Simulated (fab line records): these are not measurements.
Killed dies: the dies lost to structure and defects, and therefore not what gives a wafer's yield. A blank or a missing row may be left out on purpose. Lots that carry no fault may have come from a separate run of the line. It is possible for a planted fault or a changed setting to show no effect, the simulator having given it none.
Which tool is to blame? / flow sky130 / Sampling: 6 lots, 18 wafers, 2 of 708 route steps

== WHAT EACH GAUGE READ, for each wafer ==
SKY_VIA1_THK_MEAS_01.
lot=L397; measured=day 34 22:03; on=film_metro-04; VIA1_HDPCVD_THK (nm)=930 926 1027
lot=L403; measured=day 36 09:10; on=film_metro-04; VIA1_HDPCVD_THK (nm)=1036 1039 1036
lot=L407; measured=day 37 12:28; on=film_metro-01; VIA1_HDPCVD_THK (nm)=1025 1024 1021
lot=L409; measured=day 38 05:23; on=film_metro-04; VIA1_HDPCVD_THK (nm)=1047 1042 1039
lot=L411; measured=day 39 03:41; on=film_metro-04; VIA1_HDPCVD_THK (nm)=1034 1033 1020
lot=L414; measured=day 39 21:05; on=film_metro-03; VIA1_HDPCVD_THK (nm)=1030 1035 1044

== WHAT TOOL EACH LOT RAN ON (gives the tool, then ch and the chambers of the sampled wafers, and finally the start) ==
lot=L397; SKY_VIA1_HDPCVD_00=hdpcvd-01 ch 0,1, day 34 21:55
lot=L403; SKY_VIA1_HDPCVD_00=hdpcvd-02 ch 0,1,2, day 36 09:02
lot=L407; SKY_VIA1_HDPCVD_00=hdpcvd-01 ch 1,2, day 37 12:20
lot=L409; SKY_VIA1_HDPCVD_00=hdpcvd-02 ch 0,1, day 38 05:16
lot=L411; SKY_VIA1_HDPCVD_00=hdpcvd-01 ch 1,2, day 39 03:34
lot=L414; SKY_VIA1_HDPCVD_00=hdpcvd-02 ch 0,2, day 39 20:58
- SKY_VIA1_HDPCVD_00: deposits SiO2, target thk 1030 nm, time 171.7 s.

== THE ANSWER, worked out from the rows above alone ==
Rule: the usual values come from the lots themselves. Put in order of their means at a reading, lots are off if they are a third of the lots or fewer, leave a main group of 4 or more, and stand apart from it by a gap of 3 or more times the standard deviation of the main group's means; of several such gaps the widest counts. The tables above print the reading to a certain number of digits; a main group whose means all agree to those digits is not used. A lot without any number at a reading at which 4 lots or more have one is off too. Any other lot the step has rows for is counted as sound.
Off: L397, at SKY_VIA1_THK_MEAS_01 (VIA1_HDPCVD_THK). The main group has a mean of 1034 nm with a standard deviation of 6.7.
A tool fits if, at a process step before that reading, it ran every lot that is off, and no sound lot after the first of them. The gauges at SKY_VIA1_THK_MEAS_01 are tried like those tools. None of those tried fits.

== WHAT THE SIMULATOR HAD PUT IN ==
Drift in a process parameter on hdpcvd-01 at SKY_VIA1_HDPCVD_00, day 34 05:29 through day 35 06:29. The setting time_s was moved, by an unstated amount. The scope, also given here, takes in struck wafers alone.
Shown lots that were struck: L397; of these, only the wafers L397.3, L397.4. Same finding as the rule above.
